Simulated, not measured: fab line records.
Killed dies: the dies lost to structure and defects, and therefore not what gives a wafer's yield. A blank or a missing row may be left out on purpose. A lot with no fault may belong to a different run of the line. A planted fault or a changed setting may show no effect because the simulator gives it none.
fab line records :: flow sky130
record:
  lots: 5
  wafers: 15
  last-day: 49
route steps=708 shown SONOS_ONO@173 PAD_OPEN@708
lots with no fault: from the same line, run without faults
start-h: the number of hours between the record's first day and the start of the first shown wafer of the lot :: wait-h: hours since the lot's step before :: " same as the row above :: L1.1+2: several wafers, shown together as one row :: - no value present, or no start provided :: * or withheld: withheld :: < > ~ a bound
route shown NAME@n: NAME is a module with steps in the file, n the number in the route of the first one :: usual: mean/standard deviation taken from wafers without a fault :: same: alike in all rows :: chamber/n: place in a boat :: sites: the reading at each site :: _std_site: how widely they spread, as a standard deviation :: _edge_site: mean of outer sites minus mean of inner sites :: radius-mm: how far each site lies from the wafer's centre :: mask NAME#n: copy n :: behind: the most recent tool/chamber to have shaped the wafer :: hold: reason for holding the lot/hours on hold/outcome of the hold :: device: names the non-switching transistor (n, p or np) :: end of line: at the end of the route, the tests of the same wafers :: for a step that has no rows: nothing shown but its recipe :: killed: not the wafer's yield, but the dies lost to structure and defects at the first sort :: map: a wafer's dies, marking killed ones x, the rest . and places with no die _
set.NAME: the run value of the setting; set.NAME@STEP: its run value at that earlier step :: model.NAME: the simulator's own value behind a step, which no gauge read
certain route steps with their lots: each step a table, each wafer a row
services: the hour from which a tool's chamber was out of use, counted from the record's first day as start-h (under 0 if before that day), plus the number of hours and why
== steps ==
step: SKY_SONOS_ONO_THK_MEAS_05
recipe:
  reads: SiO2_of_SONOS_ONO_CVD_04
usual:
  SONOS_ONO_CVD_04_THK: 5.71/0.097
lot.wafer: L953.3
tool: film-metro-04
chamber: -
start-h: 281.61
wait-h: 0.0
SONOS_ONO_CVD_04_THK[nm]: 5.78

lot.wafer: L953.4
tool: film-metro-04
chamber: -
start-h: 281.61
wait-h: 0.0
SONOS_ONO_CVD_04_THK[nm]: 5.83

lot.wafer: L953.6
tool: film-metro-04
chamber: -
start-h: 281.61
wait-h: 0.0
SONOS_ONO_CVD_04_THK[nm]: 5.72

lot.wafer: L960.1
tool: film-metro-04
chamber: -
start-h: 353.33
wait-h: 0.0
SONOS_ONO_CVD_04_THK[nm]: 5.74

lot.wafer: L960.2
tool: film-metro-04
chamber: -
start-h: 353.33
wait-h: 0.0
SONOS_ONO_CVD_04_THK[nm]: 5.68

lot.wafer: L960.4
tool: film-metro-04
chamber: -
start-h: 353.33
wait-h: 0.0
SONOS_ONO_CVD_04_THK[nm]: 5.79

lot.wafer: L964.4
tool: film-metro-03
chamber: -
start-h: 373.63
wait-h: 0.0
SONOS_ONO_CVD_04_THK[nm]: 5.84

lot.wafer: L964.5
tool: film-metro-03
chamber: -
start-h: 373.63
wait-h: 0.0
SONOS_ONO_CVD_04_THK[nm]: 5.69

lot.wafer: L964.6
tool: film-metro-03
chamber: -
start-h: 373.63
wait-h: 0.0
SONOS_ONO_CVD_04_THK[nm]: 5.82

lot.wafer: L966.3
tool: film-metro-02
chamber: -
start-h: 391.88
wait-h: 0.0
SONOS_ONO_CVD_04_THK[nm]: 5.53

lot.wafer: L966.4
tool: film-metro-02
chamber: -
start-h: 391.88
wait-h: 0.0
SONOS_ONO_CVD_04_THK[nm]: 5.56

lot.wafer: L966.5
tool: film-metro-02
chamber: -
start-h: 391.88
wait-h: 0.0
SONOS_ONO_CVD_04_THK[nm]: 5.63

lot.wafer: L970.2
tool: film-metro-03
chamber: -
start-h: 419.70
wait-h: 0.0
SONOS_ONO_CVD_04_THK[nm]: 5.63

lot.wafer: L970.3
tool: film-metro-03
chamber: -
start-h: 419.70
wait-h: 0.0
SONOS_ONO_CVD_04_THK[nm]: 5.65

lot.wafer: L970.5
tool: film-metro-03
chamber: -
start-h: 419.70
wait-h: 0.0
SONOS_ONO_CVD_04_THK[nm]: 5.69
step: SKY_SONOS_ONO_DEHYDRATE_06
recipe:
  temp-c: 200
  time-s: 60
step: SKY_SONOS_ONO_HMDS_07
recipe:
  prime-time-s: 60
  prime-temp-c: 120
step: SKY_SONOS_ONO_COAT_08
recipe:
  resist: NOVOLAK
  spin-rpm: 3000
  resist-thk-nm: 1140
step: SKY_SONOS_ONO_SOFTBAKE_09
recipe:
  temp-c: 90
  time-s: 60
  resist: NOVOLAK
step: SKY_SONOS_ONO_EXPOSE_10
recipe:
  mask-id: ONOM
  target-cd-nm: 410
  na: 0.6
  source-shape: conventional
  sigma-outer: 0.6
  dose-mj: 150
step: SKY_SONOS_ONO_PEB_11
recipe:
  temp-c: withheld
  time-s: *
  resist: NOVOLAK
step: SKY_SONOS_ONO_DEVELOP_12
recipe:
  develop-time-s: 60
  dev-temp-c: 23
step: SKY_SONOS_ONO_CD_MEAS_13
recipe:
  target-cd-nm: 410
usual:
  cd-nm: 409.6/2.1
lot.wafer: L953.3
tool: cd-sem-02
chamber: -
start-h: 306.32
wait-h: 0.1
cd-nm: 408.5

lot.wafer: L953.4
tool: cd-sem-02
chamber: -
start-h: 306.32
wait-h: 0.1
cd-nm: 407.6

lot.wafer: L953.6
tool: cd-sem-02
chamber: -
start-h: 306.32
wait-h: 0.1
cd-nm: 407.7

lot.wafer: L960.1
tool: cd-sem-02
chamber: -
start-h: 380.46
wait-h: 0.1
cd-nm: 407.8

lot.wafer: L960.2
tool: cd-sem-02
chamber: -
start-h: 380.46
wait-h: 0.1
cd-nm: 408.6

lot.wafer: L960.4
tool: cd-sem-02
chamber: -
start-h: 380.46
wait-h: 0.1
cd-nm: 406.9

lot.wafer: L964.4
tool: cd-sem-01
chamber: -
start-h: 402.16
wait-h: 0.1
cd-nm: 411.8

lot.wafer: L964.5
tool: cd-sem-01
chamber: -
start-h: 402.16
wait-h: 0.1
cd-nm: 410.2

lot.wafer: L964.6
tool: cd-sem-01
chamber: -
start-h: 402.16
wait-h: 0.1
cd-nm: 410.2

lot.wafer: L966.3
tool: cd-sem-02
chamber: -
start-h: 420.96
wait-h: 0.1
cd-nm: 407.6

lot.wafer: L966.4
tool: cd-sem-02
chamber: -
start-h: 420.96
wait-h: 0.1
cd-nm: 411.3

lot.wafer: L966.5
tool: cd-sem-02
chamber: -
start-h: 420.96
wait-h: 0.1
cd-nm: 408.7

lot.wafer: L970.2
tool: cd-sem-01
chamber: -
start-h: 450.55
wait-h: 0.1
cd-nm: 406.2

lot.wafer: L970.3
tool: cd-sem-01
chamber: -
start-h: 450.55
wait-h: 0.1
cd-nm: 406.8

lot.wafer: L970.5
tool: cd-sem-01
chamber: -
start-h: 450.55
wait-h: 0.1
cd-nm: 408.4
step: SKY_SONOS_ONO_OVL_MEAS_14
usual:
  SONOS_ONO_OVL: -0.4/1.3
lot.wafer: L953.3
tool: overlay-02
chamber: -
start-h: 306.41
wait-h: 0.1
SONOS_ONO_OVL[nm]: 0.7

lot.wafer: L953.4
tool: overlay-02
chamber: -
start-h: 306.41
wait-h: 0.1
SONOS_ONO_OVL[nm]: -2.4

lot.wafer: L953.6
tool: overlay-02
chamber: -
start-h: 306.41
wait-h: 0.1
SONOS_ONO_OVL[nm]: -2.4

lot.wafer: L960.1
tool: overlay-02
chamber: -
start-h: 380.58
wait-h: 0.1
SONOS_ONO_OVL[nm]: -2.3

lot.wafer: L960.2
tool: overlay-02
chamber: -
start-h: 380.58
wait-h: 0.1
SONOS_ONO_OVL[nm]: -0.6

lot.wafer: L960.4
tool: overlay-02
chamber: -
start-h: 380.58
wait-h: 0.1
SONOS_ONO_OVL[nm]: 0.4

lot.wafer: L964.4
tool: overlay-02
chamber: -
start-h: 402.24
wait-h: 0.1
SONOS_ONO_OVL[nm]: -1.6

lot.wafer: L964.5
tool: overlay-02
chamber: -
start-h: 402.24
wait-h: 0.1
SONOS_ONO_OVL[nm]: -1.2

lot.wafer: L964.6
tool: overlay-02
chamber: -
start-h: 402.24
wait-h: 0.1
SONOS_ONO_OVL[nm]: -1.4

lot.wafer: L966.3
tool: overlay-01
chamber: -
start-h: 421.05
wait-h: 0.1
SONOS_ONO_OVL[nm]: 1.0

lot.wafer: L966.4
tool: overlay-01
chamber: -
start-h: 421.05
wait-h: 0.1
SONOS_ONO_OVL[nm]: -0.4

lot.wafer: L966.5
tool: overlay-01
chamber: -
start-h: 421.05
wait-h: 0.1
SONOS_ONO_OVL[nm]: 0.1

lot.wafer: L970.2
tool: overlay-02
chamber: -
start-h: 450.65
wait-h: 0.1
SONOS_ONO_OVL[nm]: -1.7

lot.wafer: L970.3
tool: overlay-02
chamber: -
start-h: 450.65
wait-h: 0.1
SONOS_ONO_OVL[nm]: -1.1

lot.wafer: L970.5
tool: overlay-02
chamber: -
start-h: 450.65
wait-h: 0.1
SONOS_ONO_OVL[nm]: -3.1
step: SKY_SONOS_ONO_ETCH_15
recipe:
  target-depth-nm: 19.52
  chemistry: CHF3/O2
  source-w: 600
  bias-w: 200
  pressure-mtorr: 40
  chf3-flow-sccm: 50
  O2_flow_sccm: 5
  time-s: 7.8
usual:
  drypump-motor-current-A: 5.7/0.33
  oes-product-au: 1.000/0.01
  throttle-valve-pct: 8.825/0.0089
lot.wafer: L953.3
tool: rie-diel-04
chamber: 0
start-h: 306.43
wait-h: 0.0
drypump-motor-current-A: 5.9
oes-product-au: 0.998
rf-hours-counter-h: 85
throttle-valve-pct: 8.830

lot.wafer: L953.4
tool: rie-diel-04
chamber: 0
start-h: 306.43
wait-h: 0.0
drypump-motor-current-A: 5.9
oes-product-au: 0.992
rf-hours-counter-h: -
throttle-valve-pct: 8.825

lot.wafer: L953.6
tool: rie-diel-04
chamber: 2
start-h: 306.43
wait-h: 0.0
drypump-motor-current-A: 5.6
oes-product-au: 1.008
rf-hours-counter-h: -
throttle-valve-pct: 8.807

lot.wafer: L960.1
tool: rie-diel-03
chamber: 1
start-h: 380.61
wait-h: 0.0
drypump-motor-current-A: 6.1
oes-product-au: 0.998
rf-hours-counter-h: 2
throttle-valve-pct: 8.819

lot.wafer: L960.2
tool: rie-diel-03
chamber: 2
start-h: 380.61
wait-h: 0.0
drypump-motor-current-A: 5.7
oes-product-au: 1.011
rf-hours-counter-h: 0
throttle-valve-pct: 8.817

lot.wafer: L960.4
tool: rie-diel-03
chamber: 3
start-h: 380.61
wait-h: 0.0
drypump-motor-current-A: 4.9
oes-product-au: 0.973
rf-hours-counter-h: 0
throttle-valve-pct: 8.823

lot.wafer: L964.4
tool: rie-diel-02
chamber: 1
start-h: 402.27
wait-h: 0.0
drypump-motor-current-A: 5.7
oes-product-au: 0.998
rf-hours-counter-h: -
throttle-valve-pct: 8.838

lot.wafer: L964.5
tool: rie-diel-02
chamber: 0
start-h: 402.27
wait-h: 0.0
drypump-motor-current-A: 6.2
oes-product-au: 1.006
rf-hours-counter-h: -
throttle-valve-pct: 8.829

lot.wafer: L964.6
tool: rie-diel-02
chamber: 3
start-h: 402.27
wait-h: 0.0
drypump-motor-current-A: 5.5
oes-product-au: 1.007
rf-hours-counter-h: -
throttle-valve-pct: 8.827

lot.wafer: L966.3
tool: rie-diel-03
chamber: 2
start-h: 421.08
wait-h: 0.0
drypump-motor-current-A: 5.7
oes-product-au: 1.020
rf-hours-counter-h: 2
throttle-valve-pct: 8.839

lot.wafer: L966.4
tool: rie-diel-03
chamber: 0
start-h: 421.08
wait-h: 0.0
drypump-motor-current-A: 5.4
oes-product-au: 1.004
rf-hours-counter-h: 72
throttle-valve-pct: 8.824

lot.wafer: L966.5
tool: rie-diel-03
chamber: 2
start-h: 421.08
wait-h: 0.0
drypump-motor-current-A: 5.7
oes-product-au: 1.019
rf-hours-counter-h: -
throttle-valve-pct: 8.806

lot.wafer: L970.2
tool: rie-diel-03
chamber: 2
start-h: 450.68
wait-h: 0.0
drypump-motor-current-A: 5.7
oes-product-au: 0.999
rf-hours-counter-h: 2
throttle-valve-pct: 8.829

lot.wafer: L970.3
tool: rie-diel-03
chamber: 3
start-h: 450.68
wait-h: 0.0
drypump-motor-current-A: 4.9
oes-product-au: 0.987
rf-hours-counter-h: 2
throttle-valve-pct: 8.824

lot.wafer: L970.5
tool: rie-diel-03
chamber: 0
start-h: 450.68
wait-h: 0.0
drypump-motor-current-A: 5.4
oes-product-au: 0.987
rf-hours-counter-h: -
throttle-valve-pct: 8.823
step: SKY_SONOS_ONO_WET_ETCH_16
recipe:
  chemistry: dHF
  target-depth-nm: 14
  dry: n2-spin
  target: SiO2
  dilution: 100:1
  temp-c: 25
  time-s: 280
step: SKY_SONOS_ONO_STRIP_17
recipe:
  chemistry: O2/N2
  power-w: 1400
  pressure-mtorr: 1500
  platen-temp-c: withheld
  o2-flow-sccm: 3000
  n2-flow-sccm: 300
  overash-fraction: 0.5
usual:
  drypump-motor-current-A: 5.6/0.41
  oes-product-au: 0.710/0.0043
  strip-time-to-endpoint-s: 14.11/0.036
lot.wafer: L953.3
tool: plasma-asher-04
chamber: 1
start-h: 306.57
wait-h: 0.0
drypump-motor-current-A: 5.1
oes-product-au: 0.709
rf-hours-counter-h: -
strip-time-to-endpoint-s: 14.14
model.NOVOLAK_of_SONOS_ONO_COAT_08.thk-nm: 0

lot.wafer: L953.4
tool: plasma-asher-04
chamber: 0
start-h: 306.57
wait-h: 0.0
drypump-motor-current-A: 5.7
oes-product-au: 0.703
rf-hours-counter-h: -
strip-time-to-endpoint-s: 14.11
model.NOVOLAK_of_SONOS_ONO_COAT_08.thk-nm: 0

lot.wafer: L953.6
tool: plasma-asher-04
chamber: 0
start-h: 306.57
wait-h: 0.0
drypump-motor-current-A: 5.8
oes-product-au: 0.714
rf-hours-counter-h: -
strip-time-to-endpoint-s: 14.14
model.NOVOLAK_of_SONOS_ONO_COAT_08.thk-nm: 0

lot.wafer: L960.1
tool: plasma-asher-04
chamber: 0
start-h: 380.72
wait-h: 0.0
drypump-motor-current-A: 5.8
oes-product-au: 0.908
rf-hours-counter-h: 74
strip-time-to-endpoint-s: -
model.NOVOLAK_of_SONOS_ONO_COAT_08.thk-nm: 580.2

lot.wafer: L960.2
tool: plasma-asher-04
chamber: 1
start-h: 380.72
wait-h: 0.0
drypump-motor-current-A: 5.1
oes-product-au: 0.905
rf-hours-counter-h: 74
strip-time-to-endpoint-s: -
model.NOVOLAK_of_SONOS_ONO_COAT_08.thk-nm: 579.5

lot.wafer: L960.4
tool: plasma-asher-04
chamber: 0
start-h: 380.72
wait-h: 0.0
drypump-motor-current-A: 5.7
oes-product-au: 0.906
rf-hours-counter-h: -
strip-time-to-endpoint-s: -
model.NOVOLAK_of_SONOS_ONO_COAT_08.thk-nm: 579.3

lot.wafer: L964.4
tool: plasma-asher-01
chamber: 1
start-h: 402.40
wait-h: 0.0
drypump-motor-current-A: 6.3
oes-product-au: 0.705
rf-hours-counter-h: -
strip-time-to-endpoint-s: 14.10
model.NOVOLAK_of_SONOS_ONO_COAT_08.thk-nm: 0

lot.wafer: L964.5
tool: plasma-asher-01
chamber: 0
start-h: 402.40
wait-h: 0.0
drypump-motor-current-A: 5.3
oes-product-au: 0.709
rf-hours-counter-h: -
strip-time-to-endpoint-s: 14.10
model.NOVOLAK_of_SONOS_ONO_COAT_08.thk-nm: 0

lot.wafer: L964.6
tool: plasma-asher-01
chamber: 1
start-h: 402.40
wait-h: 0.0
drypump-motor-current-A: 6.3
oes-product-au: 0.702
rf-hours-counter-h: -
strip-time-to-endpoint-s: 14.14
model.NOVOLAK_of_SONOS_ONO_COAT_08.thk-nm: 0

lot.wafer: L966.3
tool: plasma-asher-02
chamber: 0
start-h: 421.22
wait-h: 0.0
drypump-motor-current-A: 5.9
oes-product-au: 0.713
rf-hours-counter-h: -
strip-time-to-endpoint-s: 14.08
model.NOVOLAK_of_SONOS_ONO_COAT_08.thk-nm: 0

lot.wafer: L966.4
tool: plasma-asher-02
chamber: 1
start-h: 421.22
wait-h: 0.0
drypump-motor-current-A: 5.3
oes-product-au: 0.714
rf-hours-counter-h: -
strip-time-to-endpoint-s: 14.12
model.NOVOLAK_of_SONOS_ONO_COAT_08.thk-nm: 0

lot.wafer: L966.5
tool: plasma-asher-02
chamber: 1
start-h: 421.22
wait-h: 0.0
drypump-motor-current-A: 5.3
oes-product-au: 0.708
rf-hours-counter-h: -
strip-time-to-endpoint-s: 14.09
model.NOVOLAK_of_SONOS_ONO_COAT_08.thk-nm: 0

lot.wafer: L970.2
tool: plasma-asher-01
chamber: 1
start-h: 450.79
wait-h: 0.0
drypump-motor-current-A: 6.3
oes-product-au: 0.708
rf-hours-counter-h: 2
strip-time-to-endpoint-s: 14.16
model.NOVOLAK_of_SONOS_ONO_COAT_08.thk-nm: 0

lot.wafer: L970.3
tool: plasma-asher-01
chamber: 1
start-h: 450.79
wait-h: 0.0
drypump-motor-current-A: 6.3
oes-product-au: 0.705
rf-hours-counter-h: -
strip-time-to-endpoint-s: 14.13
model.NOVOLAK_of_SONOS_ONO_COAT_08.thk-nm: 0

lot.wafer: L970.5
tool: plasma-asher-01
chamber: 1
start-h: 450.79
wait-h: 0.0
drypump-motor-current-A: 6.3
oes-product-au: 0.709
rf-hours-counter-h: -
strip-time-to-endpoint-s: 14.13
model.NOVOLAK_of_SONOS_ONO_COAT_08.thk-nm: 0
step: SKY_SONOS_ONO_WET_ETCH_18
recipe:
  chemistry: H3PO4
  target-depth-nm: 15
  target: Si3N4
  temp-c: 160
  time-s: 172
step: SKY_PAD_OPEN_PROBE_99
usual:
  killed_at_M0_to_M3: 44/7.3
  killed_at_M4_up: 3.5/1.8
  killed-at-contacts: 24/5.8
  killed-at-front-end: 16/4.3
  killed-at-other: 0.5/0.68
  killed-dies: 88/9.4
  killed-on-rim: 17/3.7
  killed-open: 48/6.8
  killed-short: 40/6.1
same:
  gross-dies: 492
  killed-at-back-side: 0
lot.wafer: L960.1
tool: prober-01
chamber: -
start-h: 1146.46
wait-h: 0.1
killed_at_M0_to_M3: 44
killed_at_M4_up: 6
killed-at-contacts: 21
killed-at-front-end: 421
killed-at-other: 0
killed-dies: 492
killed-on-rim: 96
killed-open: 47
killed-short: 43

lot.wafer: L960.2
tool: prober-01
chamber: -
start-h: 1146.51
wait-h: 0.1
killed_at_M0_to_M3: 55
killed_at_M4_up: 2
killed-at-contacts: 18
killed-at-front-end: 417
killed-at-other: 0
killed-dies: 492
killed-on-rim: 96
killed-open: 52
killed-short: 35

lot.wafer: L960.4
tool: prober-01
chamber: -
start-h: 1146.61
wait-h: 0.2
killed_at_M0_to_M3: 51
killed_at_M4_up: 3
killed-at-contacts: 7
killed-at-front-end: 431
killed-at-other: 0
killed-dies: 492
killed-on-rim: 96
killed-open: 46
killed-short: 33
killed by level:class
L960.1 GATE_OXIDE:area-oxidation=402 LI_CONTACT:geometric-particle:open=9 CONTACT:geometric-particle:open=8 METAL1:geometric-particle:short=8 VIA1:geometric-particle:open=8 METAL2:geometric-particle:short=7 METAL4:geometric-particle:short=5 VIA2:geometric-particle:open=5
L960.2 GATE_OXIDE:area-oxidation=405 VIA1:geometric-particle:open=15 LI_CONTACT:geometric-particle:open=8 METAL1:geometric-particle:short=8 VIA3:geometric-particle:open=8 CONTACT:geometric-particle:open=7 VIA2:geometric-particle:open=7 VIA2:geometric-particle:short=5
L960.4 GATE_OXIDE:area-oxidation=413 VIA1:geometric-particle:open=17 FIELD_ISO:geometric-particle:open=7 VIA3:geometric-particle:open=7 METAL1:geometric-particle:short=7 METAL2:geometric-particle:short=6 POLY_GATE:geometric-particle:short=4 VIA1:geometric-particle:short=4
map L960.1 (x killed, . not)
__________xxxxxxxxxx_________
________xxxxxxxxxxxxxx_______
______xxxxxxxxxxxxxxxxxx_____
_____xxxxxxxxxxxxxxxxxxxx____
____xxxxxxxxxxxxxxxxxxxxxx___
___xxxxxxxxxxxxxxxxxxxxxxxx__
__xxxxxxxxxxxxxxxxxxxxxxxxxx_
_xxxxxxxxxxxxxxxxxxxxxxxxxxxx
_xxxxxxxxxxxxxxxxxxxxxxxxxxxx
_xxxxxxxxxxxxxxxxxxxxxxxxxxxx
_xxxxxxxxxxxxxxxxxxxxxxxxxxxx
_xxxxxxxxxxxxxxxxxxxxxxxxxxxx
_xxxxxxxxxxxxxxxxxxxxxxxxxxxx
_xxxxxxxxxxxxxxxxxxxxxxxxxxxx
_xxxxxxxxxxxxxxxxxxxxxxxxxxxx
__xxxxxxxxxxxxxxxxxxxxxxxxxx_
___xxxxxxxxxxxxxxxxxxxxxxxx__
____xxxxxxxxxxxxxxxxxxxxxx___
_____xxxxxxxxxxxxxxxxxxxx____
______xxxxxxxxxxxxxxxxxx_____
________xxxxxxxxxxxxxx_______
__________xxxxxxxxxx_________
map L953.6 (x killed, . not)
__________.x.x....xx_________
________..x.x....x.x.._______
______x..x.........xx..._____
_____.x...x...x....x.x...____
____x...x......x..........___
___....x....xx...xx........__
__.......x.........x........_
_..x.x..x....x.x.....x.......
_.xxx.....xxx.x..x..........x
_.............xx....x......x.
_..x.................x..x....
_x...x............x....x.x...
_..x................xx.......
_......................x...x.
_....x.x......x.x....x.....x.
__x.x......x..x....x........_
___..x.x.......xx.x....xxx.__
____....x..x.x...x..xx....___
_____....x.......x.xx....____
______..x..............._____
________....x......x.._______
__________.x......x._________
== services ==
tool: rie-diel-03
chamber: 3
start-h: 292.13
hours: 6.6
kind: repair

tool: plasma-asher-04
chamber: -
start-h: 292.24
hours: 2.8
kind: repair

tool: rie-diel-04
chamber: 3
start-h: 306.16
hours: 12.6
kind: repair

tool: plasma-asher-02
chamber: -
start-h: 326.86
hours: 28.1
kind: pm

tool: rie-diel-03
chamber: 2
start-h: 328.90
hours: -
kind: clean

tool: rie-diel-03
chamber: 2
start-h: 328.90
hours: 20.4
kind: scheduled-down

tool: rie-diel-03
chamber: 2
start-h: 328.90
hours: 20.4
kind: vent-cycle

tool: rie-diel-04
chamber: 2
start-h: 337.63
hours: 6.3
kind: repair

tool: rie-diel-02
chamber: 2
start-h: 348.37
hours: 14.1
kind: repair

tool: rie-diel-03
chamber: 3
start-h: 349.26
hours: -
kind: clean

tool: rie-diel-03
chamber: 3
start-h: 349.26
hours: 25.0
kind: scheduled-down

tool: rie-diel-03
chamber: 3
start-h: 349.26
hours: 25.0
kind: vent-cycle

tool: plasma-asher-01
chamber: -
start-h: 349.52
hours: 7.0
kind: repair

tool: plasma-asher-02
chamber: -
start-h: 373.87
hours: 12.6
kind: repair

tool: plasma-asher-04
chamber: -
start-h: 381.32
hours: 0.6
kind: repair

tool: plasma-asher-04
chamber: -
start-h: 391.98
hours: 3.4
kind: repair

tool: rie-diel-03
chamber: 0
start-h: 393.66
hours: 2.5
kind: repair

tool: rie-diel-02
chamber: 2
start-h: 401.21
hours: 1.4
kind: repair

tool: rie-diel-02
chamber: 1
start-h: 406.71
hours: 2.9
kind: repair

tool: plasma-asher-01
chamber: -
start-h: 421.25
hours: 9.0
kind: pm

tool: plasma-asher-01
chamber: 0
start-h: 421.25
hours: 9.0
kind: vent-cycle

tool: plasma-asher-01
chamber: 1
start-h: 421.25
hours: 9.0
kind: vent-cycle

tool: rie-diel-04
chamber: 1
start-h: 439.18
hours: 2.7
kind: repair

tool: rie-diel-04
chamber: 2
start-h: 445.81
hours: 5.8
kind: repair
== key ==
first-sign:
  step: SKY_SONOS_ONO_STRIP_17
  reading: oes-product-au
  direction: up
  sigmas: 45
  usual: 0.710
  struck: 0.906
effect:
  step: SKY_PAD_OPEN_PROBE_99
  reading: killed-at-front-end
  direction: up
  sigmas: 95
  usual: 16
  struck: 423
model-effect:
  step: SKY_SONOS_ONO_STRIP_17
  value: NOVOLAK_of_SONOS_ONO_COAT_08.thk-nm
  without: 0
  struck: 579.7
more-kills-born-at:
  SKY_GATE_OXIDE_OXIDATION_01@furnace-01: 1220
met-at SKY_SONOS_ONO_STRIP_17
struck-wafers L960.1,L960.2,L960.4
later-rows-left-out L960.1,L960.2,L960.4
tester-left-out L960
onset-between 306.57 380.72
fault:
  kind: strip-aborted
  tool: plasma-asher-04
  chamber: -
  onset-h: 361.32
  steps: SKY_SONOS_ONO_STRIP_17
  offset: 0.75623
  end-h: 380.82
tester-left-out: of these lots the tester's yield and bins aren't shown, on N5 and GAA mostly nor the transistor test; their killed dies are dies lost to structure and defects alone, not to doping, threshold or leakage, so they don't give the yield
later-rows-left-out: the simulator's readings of these wafers behind a module that went badly wrong aren't trusted and aren't shown, but for the sort
